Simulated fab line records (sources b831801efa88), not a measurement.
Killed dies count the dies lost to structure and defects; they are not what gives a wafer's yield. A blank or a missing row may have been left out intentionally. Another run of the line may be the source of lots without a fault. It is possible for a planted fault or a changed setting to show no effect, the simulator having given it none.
Matching of chambers || flow gf180mcu || GF_V2_CVD_02 on pecvd-04: 3 sister chambers
The step deposits SiO2 from TEOS, target thk 850 nm, time 94.851 s. 3 wafers are shown with their chamber, then 12 later ones without.

== WAFERS PAIRED WITH THEIR CHAMBERS ==
{"wafer": "L090.4", "chamber": 0, "heater-power-w (W)": 661}
{"wafer": "L090.5", "chamber": 2, "heater-power-w (W)": 542}
{"wafer": "L090.6", "chamber": 1, "heater-power-w (W)": 598}

== WAFERS WITHOUT THEIR CHAMBER ==
{"wafer": "L091.2", "heater-power-w (W)": 763}
{"wafer": "L091.4", "heater-power-w (W)": 606}
{"wafer": "L091.6", "heater-power-w (W)": 808}
{"wafer": "L092.4", "heater-power-w (W)": 669}
{"wafer": "L092.5", "heater-power-w (W)": 657}
{"wafer": "L092.6", "heater-power-w (W)": 749}
{"wafer": "L096.2", "heater-power-w (W)": 592}
{"wafer": "L096.4", "heater-power-w (W)": 654}
{"wafer": "L096.6", "heater-power-w (W)": 809}
{"wafer": "L097.1", "heater-power-w (W)": 729}
{"wafer": "L097.5", "heater-power-w (W)": 675}
{"wafer": "L097.6", "heater-power-w (W)": 585}

== THE CHAMBER EACH PASSED THROUGH ==
{"wafer": "L091.2", "from the rows above": "can't be placed: 0 or 1 or 2", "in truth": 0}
{"wafer": "L091.4", "from the rows above": "can't be placed: 1 or 0 or 2", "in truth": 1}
{"wafer": "L091.6", "from the rows above": "can't be placed: 0 or 1 or 2", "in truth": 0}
{"wafer": "L092.4", "from the rows above": "can't be placed: 0 or 1 or 2", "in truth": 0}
{"wafer": "L092.5", "from the rows above": "can't be placed: 0 or 1 or 2", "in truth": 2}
{"wafer": "L092.6", "from the rows above": "can't be placed: 0 or 1 or 2", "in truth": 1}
{"wafer": "L096.2", "from the rows above": "can't be placed: 1 or 2 or 0", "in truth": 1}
{"wafer": "L096.4", "from the rows above": "can't be placed: 0 or 1 or 2", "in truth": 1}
{"wafer": "L096.6", "from the rows above": "can't be placed: 0 or 1 or 2", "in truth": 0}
{"wafer": "L097.1", "from the rows above": "can't be placed: 0 or 1 or 2", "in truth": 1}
{"wafer": "L097.5", "from the rows above": "can't be placed: 0 or 1 or 2", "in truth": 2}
{"wafer": "L097.6", "from the rows above": "can't be placed: 1 or 2 or 0", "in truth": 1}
Correct placement for 0 of the 12. These rows do not allow placing 12 (true chamber among the candidates in 12). Wrongly placed: 0.
How it was worked out, from the rows above alone: a wafer's distance from a chamber is the root of the sum, over the readings, of the square of ((its reading less the chamber's mean) divided by the reading's scatter). The wafer belongs to the nearest chamber; if the next one is less than 2 further off, it can't be placed. A chamber's mean is the mean of its shown wafers. The scatter (one wafer shown for each chamber): square how far every hidden wafer sits from the nearest shown wafer, average those squares and take the square root.
